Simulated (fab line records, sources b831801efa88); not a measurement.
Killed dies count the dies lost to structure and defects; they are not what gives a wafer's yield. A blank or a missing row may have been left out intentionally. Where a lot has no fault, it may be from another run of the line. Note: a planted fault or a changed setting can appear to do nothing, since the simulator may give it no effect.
Which tool is to blame? || flow gf180mcu || 36 wafers from 13 lots sampled at 5 of the route's 602 steps

== WHAT THE GAUGES SHOWED, per wafer ==
GF_V2_CD_MEAS_14: the cd target is 260 nm.
{"lot": "L772", "measured": "day 19 23:55", "on": "cd-sem-02", "cd-nm (nm)": "258.7 257.3 257.2"}
{"lot": "L774", "measured": "day 20 18:00", "on": "cd-sem-02", "cd-nm (nm)": "258.0 257.8 258.2"}
{"lot": "L775", "measured": "day 21 05:58", "on": "cd-sem-01", "cd-nm (nm)": "261.0 261.3 261.0"}
{"lot": "L776", "measured": "day 21 10:20", "on": "cd-sem-02", "cd-nm (nm)": "261.2 262.5"}
{"lot": "L777", "measured": "day 21 20:20", "on": "cd-sem-01", "cd-nm (nm)": "260.7 260.0 259.7"}
{"lot": "L778", "measured": "day 22 07:59", "on": "cd-sem-01", "cd-nm (nm)": "258.6 258.5 259.9"}
{"lot": "L779", "measured": "day 23 07:55", "on": "cd-sem-01", "cd-nm (nm)": "261.2 260.3 260.2"}
{"lot": "L780", "measured": "day 23 09:59", "on": "cd-sem-01", "cd-nm (nm)": "259.7 260.0 259.7"}
{"lot": "L781", "measured": "day 23 21:34", "on": "cd-sem-01", "cd-nm (nm)": "260.5 261.3 260.4"}
{"lot": "L782", "measured": "day 24 18:38", "on": "cd-sem-01", "cd-nm (nm)": "260.4 260.0 260.8"}
{"lot": "L783", "measured": "day 25 05:11", "on": "cd-sem-01", "cd-nm (nm)": "259.2 258.7"}
{"lot": "L788", "measured": "day 25 21:31", "on": "cd-sem-01", "cd-nm (nm)": "260.4 260.3"}
{"lot": "L793", "measured": "day 27 09:11", "on": "cd-sem-01", "cd-nm (nm)": "259.4 259.4 259.7"}

GF_V3_THK_MEAS_03.
{"lot": "L772", "measured": "day 21 02:55", "on": "film-metro-04", "V3_CVD_02_THK (nm)": "843 855 832"}
{"lot": "L774", "measured": "day 21 21:15", "on": "film-metro-04", "V3_CVD_02_THK (nm)": "857 843 863"}
{"lot": "L775", "measured": "day 22 08:00", "on": "film-metro-04", "V3_CVD_02_THK (nm)": "860 864 863"}
{"lot": "L776", "measured": "day 22 11:56", "on": "film-metro-01", "V3_CVD_02_THK (nm)": "866 863"}
{"lot": "L777", "measured": "day 22 22:21", "on": "film-metro-02", "V3_CVD_02_THK (nm)": "845 852 859"}
{"lot": "L778", "measured": "day 23 09:53", "on": "film-metro-04", "V3_CVD_02_THK (nm)": "832 841 839"}
{"lot": "L779", "measured": "day 24 09:14", "on": "film-metro-02", "V3_CVD_02_THK (nm)": "825 835 835"}
{"lot": "L780", "measured": "day 24 10:28", "on": "film-metro-04", "V3_CVD_02_THK (nm)": "851 831 866"}
{"lot": "L781", "measured": "day 24 21:38", "on": "film-metro-01", "V3_CVD_02_THK (nm)": "844 854 859"}
{"lot": "L782", "measured": "day 25 18:44", "on": "film-metro-01", "V3_CVD_02_THK (nm)": "864 851 870"}
{"lot": "L783", "measured": "day 26 04:13", "on": "film-metro-01", "V3_CVD_02_THK (nm)": "841 847"}
{"lot": "L788", "measured": "day 26 21:45", "on": "film-metro-04", "V3_CVD_02_THK (nm)": "900 836"}
{"lot": "L793", "measured": "day 28 07:33", "on": "film-metro-02", "V3_CVD_02_THK (nm)": "865 853 873"}

== EACH LOT AND THE TOOL THAT RAN IT (in order: tool; ch and the chambers of the sampled wafers; start) ==
{"lot": "L772", "GF_M2_SPUTTER_01": "pvd-sputter-02, day 17 22:24", "GF_M2_SPUTTER_04": "pvd-sputter-02, day 17 22:29", "GF_V3_CVD_02": "pecvd-02 ch 0,1,2, day 21 02:51"}
{"lot": "L774", "GF_M2_SPUTTER_01": "pvd-sputter-01, day 18 15:10", "GF_M2_SPUTTER_04": "pvd-sputter-01, day 18 15:16", "GF_V3_CVD_02": "pecvd-01 ch 0,1,2, day 21 21:11"}
{"lot": "L775", "GF_M2_SPUTTER_01": "pvd-sputter-02, day 19 03:58", "GF_M2_SPUTTER_04": "pvd-sputter-02, day 19 04:03", "GF_V3_CVD_02": "pecvd-01 ch 0,1, day 22 07:56"}
{"lot": "L776", "GF_M2_SPUTTER_01": "pvd-sputter-03, day 19 08:04", "GF_M2_SPUTTER_04": "pvd-sputter-03, day 19 08:10", "GF_V3_CVD_02": "pecvd-01 ch 1,2, day 22 11:52"}
{"lot": "L777", "GF_M2_SPUTTER_01": "pvd-sputter-02, day 19 17:32", "GF_M2_SPUTTER_04": "pvd-sputter-02, day 19 17:37", "GF_V3_CVD_02": "pecvd-01 ch 0,2, day 22 22:16"}
{"lot": "L778", "GF_M2_SPUTTER_01": "pvd-sputter-01, day 20 07:30", "GF_M2_SPUTTER_04": "pvd-sputter-01, day 20 07:35", "GF_V3_CVD_02": "pecvd-03 ch 0,1, day 23 09:47"}
{"lot": "L779", "GF_M2_SPUTTER_01": "pvd-sputter-01, day 21 08:10", "GF_M2_SPUTTER_04": "pvd-sputter-01, day 21 08:15", "GF_V3_CVD_02": "pecvd-03 ch 0,2, day 24 09:10"}
{"lot": "L780", "GF_M2_SPUTTER_01": "pvd-sputter-01, day 21 10:06", "GF_M2_SPUTTER_04": "pvd-sputter-01, day 21 10:11", "GF_V3_CVD_02": "pecvd-02 ch 0,2, day 24 10:23"}
{"lot": "L781", "GF_M2_SPUTTER_01": "pvd-sputter-03, day 21 22:41", "GF_M2_SPUTTER_04": "pvd-sputter-03, day 21 22:46", "GF_V3_CVD_02": "pecvd-01 ch 0,1, day 24 21:34"}
{"lot": "L782", "GF_M2_SPUTTER_01": "pvd-sputter-01, day 22 20:08", "GF_M2_SPUTTER_04": "pvd-sputter-01, day 22 20:13", "GF_V3_CVD_02": "pecvd-02 ch 0,2, day 25 18:40"}
{"lot": "L783", "GF_M2_SPUTTER_01": "pvd-sputter-02, day 23 06:50", "GF_M2_SPUTTER_04": "pvd-sputter-02, day 23 06:55", "GF_V3_CVD_02": "pecvd-02 ch 1,2, day 26 04:08"}
{"lot": "L788", "GF_M2_SPUTTER_01": "pvd-sputter-01, day 24 00:38", "GF_M2_SPUTTER_04": "pvd-sputter-01, day 24 00:43", "GF_V3_CVD_02": "pecvd-02 ch 0,1, day 26 21:40"}
{"lot": "L793", "GF_M2_SPUTTER_01": "pvd-sputter-03, day 25 13:19", "GF_M2_SPUTTER_04": "pvd-sputter-03, day 25 13:24", "GF_V3_CVD_02": "pecvd-01 ch 0,1,2, day 28 07:29"}
- GF_M2_SPUTTER_01: material TiN, target thk 30 nm, time 25 s.
- GF_M2_SPUTTER_04: material TiN, target thk 50 nm, time 41.7 s.
- GF_V3_CVD_02: deposits SiO2 from TEOS, target thk 850 nm, time 94.851 s.

== WHAT THE TOOLS THEMSELVES READ (means of the sampled wafers that have a number; where no wafer has one, the mark that the record gives instead) ==
GF_M2_SPUTTER_01.
{"lot": "L772", "tool": "pvd-sputter-02", "throttle-valve-pct (%)": 29.5}
{"lot": "L774", "tool": "pvd-sputter-01", "throttle-valve-pct (%)": 28.9}
{"lot": "L775", "tool": "pvd-sputter-02", "throttle-valve-pct (%)": 30.5}
{"lot": "L776", "tool": "pvd-sputter-03", "throttle-valve-pct (%)": 31.1}
{"lot": "L777", "tool": "pvd-sputter-02", "throttle-valve-pct (%)": 30.6}
{"lot": "L778", "tool": "pvd-sputter-01", "throttle-valve-pct (%)": 29.5}
{"lot": "L779", "tool": "pvd-sputter-01", "throttle-valve-pct (%)": 29.0}
{"lot": "L780", "tool": "pvd-sputter-01", "throttle-valve-pct (%)": 29.6}
{"lot": "L781", "tool": "pvd-sputter-03", "throttle-valve-pct (%)": 31.4}
{"lot": "L782", "tool": "pvd-sputter-01", "throttle-valve-pct (%)": 29.7}
{"lot": "L783", "tool": "pvd-sputter-02", "throttle-valve-pct (%)": 28.3}
{"lot": "L788", "tool": "pvd-sputter-01", "throttle-valve-pct (%)": 29.1}
{"lot": "L793", "tool": "pvd-sputter-03", "throttle-valve-pct (%)": 29.5}

GF_M2_SPUTTER_04.
{"lot": "L772", "tool": "pvd-sputter-02", "throttle-valve-pct (%)": 29.5}
{"lot": "L774", "tool": "pvd-sputter-01", "throttle-valve-pct (%)": 28.9}
{"lot": "L775", "tool": "pvd-sputter-02", "throttle-valve-pct (%)": 30.5}
{"lot": "L776", "tool": "pvd-sputter-03", "throttle-valve-pct (%)": 31.0}
{"lot": "L777", "tool": "pvd-sputter-02", "throttle-valve-pct (%)": 30.5}
{"lot": "L778", "tool": "pvd-sputter-01", "throttle-valve-pct (%)": 29.4}
{"lot": "L779", "tool": "pvd-sputter-01", "throttle-valve-pct (%)": 28.9}
{"lot": "L780", "tool": "pvd-sputter-01", "throttle-valve-pct (%)": 29.6}
{"lot": "L781", "tool": "pvd-sputter-03", "throttle-valve-pct (%)": 31.5}
{"lot": "L782", "tool": "pvd-sputter-01", "throttle-valve-pct (%)": 29.3}
{"lot": "L783", "tool": "pvd-sputter-02", "throttle-valve-pct (%)": 28.2}
{"lot": "L788", "tool": "pvd-sputter-01", "throttle-valve-pct (%)": 29.1}
{"lot": "L793", "tool": "pvd-sputter-03", "throttle-valve-pct (%)": 29.5}

GF_V3_CVD_02.
{"lot": "L772", "tool": "pecvd-02", "heater-power-w (W)": 603, "rf-fwd-power-W (W)": 597.7}
{"lot": "L774", "tool": "pecvd-01", "heater-power-w (W)": 691, "rf-fwd-power-W (W)": 596.3}
{"lot": "L775", "tool": "pecvd-01", "heater-power-w (W)": 678, "rf-fwd-power-W (W)": 593.9}
{"lot": "L776", "tool": "pecvd-01", "heater-power-w (W)": 743, "rf-fwd-power-W (W)": 595.2}
{"lot": "L777", "tool": "pecvd-01", "heater-power-w (W)": 689, "rf-fwd-power-W (W)": 596.2}
{"lot": "L778", "tool": "pecvd-03", "heater-power-w (W)": 686, "rf-fwd-power-W (W)": 595.1}
{"lot": "L779", "tool": "pecvd-03", "heater-power-w (W)": 824, "rf-fwd-power-W (W)": 595.2}
{"lot": "L780", "tool": "pecvd-02", "heater-power-w (W)": 640, "rf-fwd-power-W (W)": 598.2}
{"lot": "L781", "tool": "pecvd-01", "heater-power-w (W)": 699, "rf-fwd-power-W (W)": 596.1}
{"lot": "L782", "tool": "pecvd-02", "heater-power-w (W)": 567, "rf-fwd-power-W (W)": 597.4}
{"lot": "L783", "tool": "pecvd-02", "heater-power-w (W)": 710, "rf-fwd-power-W (W)": 598.5}
{"lot": "L788", "tool": "pecvd-02", "heater-power-w (W)": 694, "rf-fwd-power-W (W)": 597.5}
{"lot": "L793", "tool": "pecvd-01", "heater-power-w (W)": 659, "rf-fwd-power-W (W)": 593.7}

== THE ANSWER, worked out from the rows above alone ==
Rule: the usual values come from the lots themselves. The widest of any qualifying gaps counts: lots, ordered by their means at a reading, are off when they make up no more than a third of the lots, leave a main group of 4 or more, and stand apart from it by 3 or more times the standard deviation of that group's means. If all means in a main group match to the digits the tables above print for the reading, that group is not used. A lot without any number at a reading at which 4 lots or more have one is off too. Where the step has rows for the other lots, those lots are counted as sound. Order of review: gauges by route order, followed by the tools' own readings, for which a lot's mean as printed above is used. The first step at which some lot is off is used, and at that step the reading that is off furthest; a lot without a number counts as furthest.
None of the lots is off at any reading shown; this tells nothing.

== WHAT THE SIMULATOR HAD INSERTED ==
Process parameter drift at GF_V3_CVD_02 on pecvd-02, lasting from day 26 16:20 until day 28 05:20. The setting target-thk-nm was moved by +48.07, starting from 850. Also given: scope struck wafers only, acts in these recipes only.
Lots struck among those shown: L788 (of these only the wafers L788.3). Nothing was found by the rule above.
